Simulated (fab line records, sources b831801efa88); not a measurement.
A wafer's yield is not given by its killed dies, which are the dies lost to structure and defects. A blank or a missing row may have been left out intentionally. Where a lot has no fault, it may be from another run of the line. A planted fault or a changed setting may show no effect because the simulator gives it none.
fab line records -- flow sky130
record: lots: 7, wafers: 21, last-day: 50
route steps=708 shown VT_ADJUST_HVTR@135 VT_ADJUST_PCH@143
lots that met no fault: from a run of the same line without faults
start-h: start of the lot's first displayed wafer, in hours after the record's first day -- wait-h: hours since the lot's step before -- " identical to the entry in the row above -- L1.1+2: a row that stands for several wafers -- - value missing, or start not given -- * or withheld: withheld -- < > ~ a bound
route shown NAME@n: a module of which the file shows steps, and the number in the route of the first -- usual: average and standard deviation across the fault-free wafers -- same: alike in all rows -- chamber/n: place in a boat -- sites: readings site by site -- _std_site: their standard deviation -- _edge_site: outer sites' mean less inner sites' -- radius-mm: how far each site lies from the wafer's centre -- mask NAME#n: copy n -- behind: the most recent tool/chamber to have shaped the wafer -- hold: the reason the lot was held/the length of the hold in hours/how it ended -- device: transistor that didn't switch, given as n, p or np -- end of line: tests of these same wafers at the route's end -- where a step has no rows: the recipe by itself -- killed: dies that structure and defects cost at the first sort, which is not the same as the wafer's yield -- map: shows each die of a wafer: x if killed, . if not, _ if none is there
set.NAME: the setting the step ran with; set.NAME@STEP: the setting that earlier step ran with -- model.NAME: the simulator's own value behind a step, which no gauge read
lots seen at some steps along the route; tables by step, rows by wafer
services: a tool's chamber out of use, with start hour (start-h, from the record's first day; less than 0 if before it), hours out, and reason
== steps ==
step: SKY_VT_ADJUST_HVTR_EXPOSE_04
recipe: mask-id: HVTRM, target-cd-nm: 380, na: 0.6, source-shape: conventional, sigma-outer: 0.6, dose-mj: 150
step: SKY_VT_ADJUST_HVTR_PEB_05
recipe: temp-c: withheld, time-s: *, resist: NOVOLAK
step: SKY_VT_ADJUST_HVTR_DEVELOP_06
recipe: develop-time-s: 60, dev-temp-c: 23
step: SKY_VT_ADJUST_HVTR_CD_MEAS_07
recipe: target-cd-nm: 380
usual: cd-nm: 379.4/2
lot.wafer,tool,chamber,start-h,wait-h,cd-nm
L642.1,cd-sem-02,-,221.43,0.1,381.0
L642.2,cd-sem-02,-,221.43,0.1,380.5
L642.5,cd-sem-02,-,221.43,0.1,379.8
L645.1,cd-sem-01,-,244.93,0.1,377.5
L645.2,cd-sem-01,-,244.93,0.1,379.0
L645.6,cd-sem-01,-,244.93,0.1,378.9
L646.2,cd-sem-02,-,270.64,0.1,375.5
L646.4,cd-sem-02,-,270.64,0.1,375.5
L646.5,cd-sem-02,-,270.64,0.1,377.4
L647.1,cd-sem-01,-,271.31,0.1,383.8
L647.4,cd-sem-01,-,271.31,0.1,384.0
L647.5,cd-sem-01,-,271.31,0.1,382.7
L649.2,cd-sem-01,-,280.59,0.1,378.5
L649.3,cd-sem-01,-,280.59,0.1,376.6
L649.5,cd-sem-01,-,280.59,0.1,377.7
L660.4,cd-sem-01,-,345.53,0.1,378.3
L660.5,cd-sem-01,-,345.53,0.1,378.7
L660.6,cd-sem-01,-,345.53,0.1,379.5
L661.3,cd-sem-02,-,349.76,0.1,377.4
L661.4,cd-sem-02,-,349.76,0.1,377.5
L661.6,cd-sem-02,-,349.76,0.1,377.3
step: SKY_VT_ADJUST_HVTR_OVL_MEAS_08
usual: VT_ADJUST_HVTR_OVL: -0.1/1.3
lot.wafer,tool,chamber,start-h,wait-h,VT_ADJUST_HVTR_OVL[nm]
L642.1,overlay-02,-,221.55,0.1,0.2
L642.2,overlay-02,-,221.55,0.1,-0.3
L642.5,overlay-02,-,221.55,0.1,0.3
L645.1,overlay-02,-,245.05,0.1,-0.9
L645.2,overlay-02,-,245.05,0.1,0.3
L645.6,overlay-02,-,245.05,0.1,-0.4
L646.2,overlay-02,-,270.75,0.1,0.3
L646.4,overlay-02,-,270.75,0.1,2.2
L646.5,overlay-02,-,270.75,0.1,1.5
L647.1,overlay-01,-,271.43,0.1,-0.6
L647.4,overlay-01,-,271.43,0.1,-2.2
L647.5,overlay-01,-,271.43,0.1,0.3
L649.2,overlay-01,-,280.70,0.1,-0.2
L649.3,overlay-01,-,280.70,0.1,-0.2
L649.5,overlay-01,-,280.70,0.1,1.6
L660.4,overlay-01,-,345.61,0.1,1.6
L660.5,overlay-01,-,345.61,0.1,-0.1
L660.6,overlay-01,-,345.61,0.1,0.9
L661.3,overlay-02,-,349.85,0.1,-1.4
L661.4,overlay-02,-,349.85,0.1,-1.2
L661.6,overlay-02,-,349.85,0.1,0.8
step: SKY_VT_ADJUST_HVTR_IMPLANT_09
recipe: species: B, energy-kev: 10, dose-cm2: 2.1e+12, tilt-deg: withheld
step: SKY_VT_ADJUST_HVTR_STRIP_10
recipe: chemistry: O2/N2, power-w: 1400, pressure-mtorr: 1500, platen-temp-c: withheld, o2-flow-sccm: 3000, n2-flow-sccm: 300, overash-fraction: 0.5
usual: drypump-motor-current-A: 5.8/0.34, oes-product-au: 0.715/0.0048, strip-time-to-endpoint-s: 14.21/0.043
lot.wafer,tool,chamber,start-h,wait-h,drypump-motor-current-A,oes-product-au,rf-hours-counter-h,strip-time-to-endpoint-s
L642.1,plasma-asher-04,0,221.74,0.1,5.3,0.720,39,14.15
L642.2,plasma-asher-04,1,221.74,0.1,5.8,0.722,39,14.14
L642.5,plasma-asher-04,1,221.74,0.1,5.8,0.714,-,14.11
L645.1,plasma-asher-02,1,245.24,0.1,5.6,0.711,13,14.20
L645.2,plasma-asher-02,0,245.24,0.1,5.8,0.715,13,14.22
L645.6,plasma-asher-02,1,245.24,0.1,5.6,0.716,-,14.22
L646.2,plasma-asher-02,0,270.93,0.1,5.9,0.710,15,14.30
L646.4,plasma-asher-02,0,270.93,0.1,5.8,0.716,-,14.22
L646.5,plasma-asher-02,1,270.93,0.1,5.6,0.712,-,14.26
L647.1,plasma-asher-03,0,271.62,0.1,6.4,0.712,58,14.20
L647.4,plasma-asher-03,0,271.62,0.1,6.4,0.727,-,14.26
L647.5,plasma-asher-03,1,271.62,0.1,6.0,0.710,-,14.27
L649.2,plasma-asher-03,1,280.88,0.1,6.0,0.709,59,14.22
L649.3,plasma-asher-03,1,280.88,0.1,6.1,0.710,-,14.17
L649.5,plasma-asher-03,0,280.88,0.1,6.4,0.717,-,14.22
L660.4,plasma-asher-03,0,345.81,0.1,6.5,0.713,-,14.23
L660.5,plasma-asher-03,0,345.81,0.1,6.4,0.718,-,14.27
L660.6,plasma-asher-03,1,345.81,0.1,6.0,0.718,-,14.24
L661.3,plasma-asher-04,1,350.06,0.1,5.8,0.715,-,14.19
L661.4,plasma-asher-04,0,350.06,0.1,5.2,0.722,-,14.20
L661.6,plasma-asher-04,1,350.06,0.1,5.8,0.716,-,14.18
step: SKY_VT_ADJUST_HVTR_TW_MEAS_11
usual: VT_ADJUST_HVTR_TW: 211.9/1.1
lot.wafer,tool,chamber,start-h,wait-h,VT_ADJUST_HVTR_TW
L642.1,film-metro-04,-,221.84,0.1,212.4
L642.2,film-metro-04,-,221.84,0.1,212.5
L642.5,film-metro-04,-,221.84,0.1,211.8
L645.1,film-metro-04,-,245.34,0.1,212.4
L645.2,film-metro-04,-,245.34,0.1,212.1
L645.6,film-metro-04,-,245.34,0.1,211.2
L646.2,film-metro-04,-,271.04,0.1,210.1
L646.4,film-metro-04,-,271.04,0.1,210.5
L646.5,film-metro-04,-,271.04,0.1,210.5
L647.1,film-metro-02,-,271.72,0.1,213.7
L647.4,film-metro-02,-,271.72,0.1,212.8
L647.5,film-metro-02,-,271.72,0.1,211.1
L649.2,film-metro-02,-,280.99,0.1,212.5
L649.3,film-metro-02,-,280.99,0.1,211.7
L649.5,film-metro-02,-,280.99,0.1,211.4
L660.4,film-metro-03,-,345.91,0.1,213.6
L660.5,film-metro-03,-,345.91,0.1,214.2
L660.6,film-metro-03,-,345.91,0.1,214.5
L661.3,film-metro-03,-,350.15,0.1,213.8
L661.4,film-metro-03,-,350.15,0.1,213.5
L661.6,film-metro-03,-,350.15,0.1,213.2
step: SKY_VT_ADJUST_PCH_DEHYDRATE_00
recipe: temp-c: 200, time-s: 60
step: SKY_VT_ADJUST_PCH_HMDS_01
recipe: prime-time-s: 60, prime-temp-c: 120
step: SKY_VT_ADJUST_PCH_COAT_02
recipe: spin-rpm: 2000, resist-thk-nm: 3000
step: SKY_VT_ADJUST_PCH_SOFTBAKE_03
recipe: temp-c: 110, time-s: withheld
step: SKY_VT_ADJUST_PCH_EXPOSE_04
recipe: mask-id: NWM, na: 0.6, source-shape: conventional, sigma-outer: 0.6, polarization: unpolarized, target-cd-nm: 840, dose-mj: 255
usual: exposure-dose-mJ-cm2: 255.08/0.25, focus-offset-nm: -0.1/0.59
lot.wafer,tool,chamber,start-h,wait-h,mask,exposure-dose-mJ-cm2,focus-offset-nm
L642.1,iline-stepper-02,0,233.17,-,NWM#0,254.84,-0.5
L642.2,iline-stepper-02,0,233.17,-,NWM#0,255.09,-0.6
L642.5,iline-stepper-02,0,233.17,-,NWM#0,255.00,0.1
L645.1,iline-stepper-01,-,256.92,-,NWM#0,-,-
L645.2,iline-stepper-01,-,256.92,-,NWM#0,-,-
L645.6,iline-stepper-01,-,256.92,-,NWM#0,-,-
L646.2,iline-stepper-01,-,281.79,-,NWM#0,-,-
L646.4,iline-stepper-01,-,281.79,-,NWM#0,-,-
L646.5,iline-stepper-01,-,281.79,-,NWM#0,-,-
L647.1,iline-stepper-02,-,282.65,-,NWM#0,-,-
L647.4,iline-stepper-02,-,282.65,-,NWM#0,-,-
L647.5,iline-stepper-02,-,282.65,-,NWM#0,-,-
L649.2,iline-stepper-01,0,289.95,-,NWM#0,254.86,-0.9
L649.3,iline-stepper-01,0,289.95,-,NWM#0,254.78,-0.8
L649.5,iline-stepper-01,0,289.95,-,NWM#0,254.85,-0.3
L660.4,iline-stepper-02,0,360.64,-,NWM#0,254.84,-0.4
L660.5,iline-stepper-02,0,360.64,-,NWM#0,254.43,0.0
L660.6,iline-stepper-02,0,360.64,-,NWM#0,254.77,0.3
L661.3,iline-stepper-01,0,364.43,-,NWM#0,255.22,0.5
L661.4,iline-stepper-01,0,364.43,-,NWM#0,255.49,0.6
L661.6,iline-stepper-01,0,364.43,-,NWM#0,255.35,0.2
step: SKY_VT_ADJUST_PCH_PEB_05
recipe: temp-c: 115, time-s: withheld
== services ==
tool,chamber,start-h,hours,kind
plasma-asher-04,-,236.46,13.9,repair
iline-stepper-02,-,241.20,1.9,repair
iline-stepper-02,0,252.74,-,calibration
iline-stepper-01,-,304.25,1.7,pm
plasma-asher-02,-,342.33,14.6,pm
plasma-asher-03,-,348.15,7.2,repair
iline-stepper-02,-,363.22,1.7,pm
== key ==
first-sign: step: SKY_VT_ADJUST_PCH_EXPOSE_04, reading: tool-record, direction: missing
effect none on later readings
met-at SKY_VT_ADJUST_PCH_EXPOSE_04
struck-wafers L645.1,L645.2,L645.6,L646.2,L646.4,L646.5,L647.1,L647.4,L647.5
sort-left-out L645.1,L645.2,L645.6,L646.2,L646.4,L646.5,L647.1,L647.4,L647.5
tester-left-out L645,L646,L647
onset-between 233.17 256.92
fault: kind: skipped-step-whole, tool: iline-stepper-01,iline-stepper-02, chamber: -, onset-h: 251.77, steps: SKY_VT_ADJUST_PCH_EXPOSE_04, scope: struck-lots-only
tester-left-out: of these lots the tester's yield and bins aren't shown, on N5 and GAA mostly nor the transistor test; their killed dies are dies lost to structure and defects alone, not to doping, threshold or leakage, so they don't give the yield
sort-left-out: the simulated sort isn't trusted on such a fault, so these wafers' sort isn't shown, and their yield isn't known
